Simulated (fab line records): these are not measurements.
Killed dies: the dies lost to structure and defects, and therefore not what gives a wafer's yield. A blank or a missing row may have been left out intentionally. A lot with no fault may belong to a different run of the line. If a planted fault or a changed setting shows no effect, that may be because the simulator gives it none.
8D (eight disciplines) problem report, filled in by code + flow sky130 + the parts of the form that need people (team, actions taken, sign-off) are left out

1. WHAT WENT WRONG
Wafers free of any fault read 10.24 nm (standard deviation 0.22) for GATE_OXIDE_OXIDATION_00_THK at SKY_GATE_OXIDE_THK_MEAS_02, against a mean of 8.95 nm on 9 wafers of 3 lots. That is -5.9 standard deviations from the usual mean.
Seen first at day 16 16:04 on film-metro-03, wafer L349.1. The record holds 33 wafers of 11 lots with a number at this step. By rule, "out" or "out of limits" means more than 4 standard deviations away from the usual mean. The other wafers with a number count as sound.

2. WHAT IT IS, WHAT IT ISN'T
| question                    | is                                          | is not                                                                                 |
|-----------------------------|---------------------------------------------|----------------------------------------------------------------------------------------|
| which readings at this step | GATE_OXIDE_OXIDATION_00_THK                 | -                                                                                      |
| which lots                  | L349, L350, L351                            | L339, L341, L344, L345, L352, L358, L359, L360                                         |
| which wafers of those lots  | all that have a number                      | -                                                                                      |
| read on which gauges        | film-metro-01, film-metro-03, film-metro-04 | -                                                                                      |
| when                        | from day 16 16:04                           | up to then (12 sound wafers); but 12 sound wafers of L352, L358, L359, L360 came after |

3. THE SUSPECTS, EACH WITH WHAT RULES IT OUT
Counting: any tool at a process step up to the reading is kept as a suspect provided that every lot that is out went through it and no sound lot did after the first of them.
- the gauge at SKY_GATE_OXIDE_THK_MEAS_02 has been ruled out. Those wafers that are out were read across 3 gauges (film-metro-01, film-metro-03, film-metro-04).
- furnace-02 at SKY_GATE_OXIDE_OXIDATION_01 (stabilise 600 s, purge 300 s, target thk 10.268 nm): ruled out as a lasting fault. The sound lots L358 went through it after L349, its earliest lot that is out (day 16 14:39).
Left after counting: nothing in the record.

4. THE CAUSE (what the simulator had put in)
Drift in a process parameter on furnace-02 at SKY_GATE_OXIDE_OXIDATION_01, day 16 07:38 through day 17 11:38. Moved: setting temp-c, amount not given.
Counting ruled it out, wrongly: the rule takes a fault to strike every lot that its tool runs from its start on, and this one did not.

5. THE EFFECT CHAIN, in route order
Each row: a reading whose mean over the struck wafers that have a number lies more than 3 standard deviations from the usual. Scope: only readings with a usual standard deviation given in the record; hours: median across lots of the time from each lot's start at the first step in this table that gives one to its start at this step; sigmas: change in usual standard deviations.
| hours | step                        | reading                     | usual    | on struck wafers | change | sigmas      |
|-------|-----------------------------|-----------------------------|----------|------------------|--------|-------------|
| 0     | SKY_GATE_OXIDE_OXIDATION_01 | spike-tc-bottom-C           | 919 C    | 903              | -16    | -4.3        |
| 0     | SKY_GATE_OXIDE_OXIDATION_01 | spike-tc-centre-C           | 899.8 C  | 887.5            | -12.3  | -11         |
| 0     | SKY_GATE_OXIDE_OXIDATION_01 | spike-tc-lower-C            | 900.1 C  | 887.3            | -12.8  | -9.1        |
| 0     | SKY_GATE_OXIDE_OXIDATION_01 | spike-tc-upper-C            | 900.1 C  | 887.5            | -12.6  | -11         |
| 0     | SKY_GATE_OXIDE_OXIDATION_01 | tube-center-temp-C          | 899.99 C | 888.25           | -11.74 | -99 or more |
| 0     | SKY_GATE_OXIDE_OXIDATION_01 | tube_center_temp_C_max      | 902.3    | 890.7            | -11.6  | -30         |
| 1     | SKY_GATE_OXIDE_THK_MEAS_02  | GATE_OXIDE_OXIDATION_00_THK | 10.24 nm | 8.95             | -1.29  | -5.9        |
Process steps it contains:
- SKY_GATE_OXIDE_OXIDATION_01: stabilise 600 s, purge 300 s, target thk 10.268 nm.

6. WHAT WOULD HAVE CAUGHT IT SOONER
Counted from the fault's start at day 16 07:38, it took 8 hours until the first out-of-limits reading at a measuring or inspecting step in this record, taken at day 16 16:04.
The tool's own readings at SKY_GATE_OXIDE_OXIDATION_01 were out on every struck wafer that the step has a row for (spike-tc-centre-C, spike-tc-lower-C, spike-tc-upper-C, tube-center-temp-C, tube_center_temp_C_max): an alarm limit on them would have fired on the first of those.
